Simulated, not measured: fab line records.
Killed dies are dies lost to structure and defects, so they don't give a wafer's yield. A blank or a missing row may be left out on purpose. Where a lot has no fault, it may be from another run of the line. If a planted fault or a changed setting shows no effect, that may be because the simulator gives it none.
The tool behind it: which one? | flow gf180mcu | Sampling: 14 lots, 42 wafers, 2 of 602 route steps

## WHAT EACH GAUGE READ, for each wafer
GF_TOP_METAL_CD_MEAS_14 targets a cd of 440 nm.
lot  | measured     | on       | cdNm (nm)
L612 | day 28 00:35 | cdSem-01 | 445 442 445
L614 | day 28 14:21 | cdSem-01 | 440 438 439
L617 | day 29 20:44 | cdSem-02 | 438 440 439
L619 | day 30 07:27 | cdSem-02 | 443 440 440
L620 | day 30 14:25 | cdSem-01 | 441 441 442
L621 | day 30 17:41 | cdSem-01 | 438 435 439
L622 | day 31 05:29 | cdSem-02 | 439 438 439
L626 | day 32 08:10 | cdSem-02 | 439 441 439
L627 | day 32 16:51 | cdSem-02 | - - -
L628 | day 32 18:53 | cdSem-01 | - - -
L631 | day 33 08:19 | cdSem-02 | 438 438 438
L633 | day 33 17:31 | cdSem-02 | 441 443 439
L634 | day 34 00:14 | cdSem-01 | 442 440 441
L635 | day 34 04:11 | cdSem-02 | 439 440 442

## EACH LOT AND THE TOOL THAT RAN IT (in order: tool; ch and the chambers of the sampled wafers; start)
lot  | GF_TOP_METAL_EXPOSE_11
L612 | ilineStepper-02 ch 0, day 27 14:53
L614 | ilineStepper-02 ch 0, day 28 04:50
L617 | ilineStepper-01 ch 0, day 29 11:01
L619 | ilineStepper-02 ch 0, day 29 22:52
L620 | ilineStepper-02 ch 0, day 30 05:08
L621 | ilineStepper-02 ch 0, day 30 08:38
L622 | ilineStepper-01 ch 0, day 30 20:28
L626 | ilineStepper-01 ch 0, day 32 00:15
L627 | ilineStepper-01, day 32 08:35
L628 | ilineStepper-01, day 32 10:23
L631 | ilineStepper-02 ch 0, day 33 01:06
L633 | ilineStepper-01 ch 0, day 33 09:41
L634 | ilineStepper-01 ch 0, day 33 16:37
L635 | ilineStepper-01 ch 0, day 33 21:02
- GF_TOP_METAL_EXPOSE_11: exposes mask MetalTop, target cd 440 nm.

## AS READ BY THE TOOLS THEMSELVES (means over the sampled wafers that have a number; for cases with no such wafer, the mark the record gives instead)
GF_TOP_METAL_EXPOSE_11.
lot  | tool            | exposureDoseMJCm2 | focusOffsetNm (nm)
L612 | ilineStepper-02 | 169.85            | 0.8
L614 | ilineStepper-02 | 170.14            | -0.5
L617 | ilineStepper-01 | 170.15            | 0.0
L619 | ilineStepper-02 | 170.08            | 0.3
L620 | ilineStepper-02 | 169.84            | -0.3
L621 | ilineStepper-02 | 169.85            | 0.0
L622 | ilineStepper-01 | 170.13            | -0.4
L626 | ilineStepper-01 | 170.01            | -0.3
L627 | ilineStepper-01 | -                 | -
L628 | ilineStepper-01 | -                 | -
L631 | ilineStepper-02 | 170.14            | -0.1
L633 | ilineStepper-01 | 170.06            | -0.0
L634 | ilineStepper-01 | 170.07            | 0.1
L635 | ilineStepper-01 | 169.93            | -0.1

## THE ANSWER, worked out from the rows above alone
Rule: usual is defined by the lots themselves. Put in order of their means at a reading, lots are off if they are a third of the lots or fewer, leave a main group of 4 or more, and stand apart from it by a gap of 3 or more times the standard deviation of the main group's means; of several such gaps the widest counts. Not used: any main group whose means are identical at the precision the tables above print for the reading. A lot without any number at a reading at which 4 lots or more have one is off too. Any other lot the step has rows for is counted as sound. The gauges are gone through in route order, then the tools' own readings, and for those a lot's mean is taken as printed above. The first step at which some lot is off is used, and at that step the reading that is off furthest; a lot without a number counts as furthest.
Off, at GF_TOP_METAL_CD_MEAS_14 on cdNm: L627, L628. Without a number there: L627, L628. For the main group the mean is 440 nm and the standard deviation 1.7.
If a tool, at a process step before that reading, ran all the lots that are off and no sound lot after the first of them, it fits. The gauges at GF_TOP_METAL_CD_MEAS_14 aren't tried: what is off there is off at GF_TOP_METAL_EXPOSE_11 too, on other tools, and a gauge's error can't cause that. No candidate that was tried fits.

## WHAT THE SIMULATOR PUT IN
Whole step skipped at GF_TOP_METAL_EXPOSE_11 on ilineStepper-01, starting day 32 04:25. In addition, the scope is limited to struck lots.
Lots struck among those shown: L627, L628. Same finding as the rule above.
